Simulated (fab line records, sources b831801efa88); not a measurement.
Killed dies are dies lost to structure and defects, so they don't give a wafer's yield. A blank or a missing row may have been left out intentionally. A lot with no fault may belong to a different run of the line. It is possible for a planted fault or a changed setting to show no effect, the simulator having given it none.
Code-filled problem report in 8D (eight disciplines) form / flow gf180mcu / the parts of the form that need people (team, actions taken, sign-off) are left out

== 1. WHAT WENT WRONG ==
Mean V2_CVD_02_THK at GF_V2_THK_MEAS_03: 525 nm over 6 wafers in 2 lots; fault-free wafers: 852 nm, standard deviation 11. That is -30 standard deviations from the usual mean.
Seen first at day 23 01:59 on film metro-04, wafer L803.3. The record has a number at this step for 42 wafers belonging to 14 lots. Rule for "out", or "out of limits": more than 4 standard deviations from the usual mean. Any other wafer with a number is counted as sound.

== 2. WHAT IT IS, AND WHAT IT ISN'T ==
question=which readings at this step | is=V2_CVD_02_THK | is not=-
question=which lots | is=L803, L804 | is not=L793, L795, L796, L799, L802, L807, L808, L810, L812, L813, L814, L815
question=which wafers of those lots | is=all that have a number | is not=-
question=read on which gauges | is=film metro-02, film metro-04 | is not=film metro-01
question=when | is=from day 23 01:59 | is not=up to then (15 sound wafers); but 21 sound wafers of L807, L808, L810, L812, L813, L814, L815 came after

== 3. WHAT RULES OUT EACH SUSPECT ==
Counting: any tool at a process step up to the reading is kept as a suspect provided that every lot that is out went through it and no sound lot did after the first of them.
- the gauge at GF_V2_THK_MEAS_03: ruled out. Those wafers that are out were read across 2 gauges (film metro-02, film metro-04).
- pecvd-03 at GF_V2_CVD_02 (deposits SiO2 from TEOS, target thk 850 nm, time 94.851 s): ruled out as a lasting fault. Sound lots L813 ran on it after its first lot that is out, L803 (day 23 01:53).
Left after counting: nothing in the record.

== 4. THE CAUSE (what the simulator had put in) ==
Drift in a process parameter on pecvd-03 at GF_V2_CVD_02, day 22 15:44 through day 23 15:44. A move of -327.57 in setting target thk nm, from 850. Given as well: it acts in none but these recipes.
It was ruled out by counting, in error; the rule expects a fault to strike all lots run on its tool from its start on, and this fault did not.

== 5. SEQUENCE OF EFFECTS, ordered by route ==
Each row: a reading whose mean over the struck wafers that have a number lies more than 3 standard deviations from the usual. Readings are gone through only where the record gives a usual standard deviation; hours: the median, over the lots, of the time from a lot's start at the first step in this table giving one to that lot's start at this step; sigmas: the change measured in usual standard deviations.
hours=0; step=GF_V2_THK_MEAS_03; reading=V2_CVD_02_THK; usual=852 nm; on struck wafers=525; change=-327; sigmas=-30
hours=-; step=GF_V2_ETCH_17; reading=oes product au; usual=0.856 a.u.; on struck wafers=0.776; change=-0.080; sigmas=-17
The process steps in it:
- GF_V2_ETCH_17: etches SiO2 in C4F8/O2/Ar, stops on TiN, target depth 630 nm.
At these later measuring or inspecting steps, every struck wafer for which the step has a row has a number for every such reading, and none has moved that far: GF_V2_OVL_MEAS_15.

== 6. HOW IT WOULD HAVE BEEN CAUGHT EARLIER ==
10 hours passed between the start of the fault at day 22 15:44 and the first reading out of limits at a measuring or inspecting step in this record, taken at day 23 01:59.
Tool readings at GF_V2_CVD_02 with a usual standard deviation given in the record: none out on any struck wafer, hence no alarm at a limit of 4 standard deviations on them.
